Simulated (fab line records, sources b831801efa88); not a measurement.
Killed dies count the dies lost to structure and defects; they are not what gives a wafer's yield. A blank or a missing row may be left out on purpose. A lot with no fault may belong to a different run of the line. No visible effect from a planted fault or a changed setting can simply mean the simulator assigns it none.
The same fault as seen by 2 desks -- flow gf180mcu -- numbers are kept per desk, each desk with only its own; the story behind them comes last

## THE METROLOGY DESK
Lot by lot, what the gauges showed, no matter which tool ran the lot: averages of those sampled wafers that carry a number. Any lot whose mean is over 4 standard deviations away from the usual mean is out of limits and marked OUT; that distance is given in the brackets.
Columns: A = V5_W_RS at GF_V5_RS_MEAS_24, usual 0.328 ohm/sq; B = V5_W_THK at GF_V5_THK_MEAS_25, usual 354 nm
lot,first seen here,A,B
L243,day 27 23:26,0.329,354
L248,day 29 18:01,0.329,346
L250,day 30 12:40,0.329,346
L260,day 32 23:40,0.328,361
L261,day 33 06:56,0.330,346
L263,day 33 16:20,0.330,350
This desk's finding: nothing out of limits on any of the 6 lots.

## TOOL OWNER'S DESK, pvd sputter-04
The tool's own readings at GF_TOP_METAL_SPUTTER_01 (material TiN, target thk 30 nm, time 25 s): means of the sampled wafers that have a number, for each lot that ran on this tool. Any lot whose mean is over 4 standard deviations away from the usual mean is out of limits and marked OUT; that distance is given in the brackets.
Columns: A = throttle valve pct at GF_TOP_METAL_SPUTTER_01, usual 30.0 %
lot,first seen here,A
L248,day 29 18:31,29.8
L250,day 30 13:13,29.8
L263,day 33 17:12,29.8
This desk's finding: nothing out of limits on any of the 3 lots.

## PUT TOGETHER
Nothing out of limits was seen by the metrology desk.
The desk of the tool owner found nothing out of limits.

## WHAT WAS PUT IN BY THE SIMULATOR
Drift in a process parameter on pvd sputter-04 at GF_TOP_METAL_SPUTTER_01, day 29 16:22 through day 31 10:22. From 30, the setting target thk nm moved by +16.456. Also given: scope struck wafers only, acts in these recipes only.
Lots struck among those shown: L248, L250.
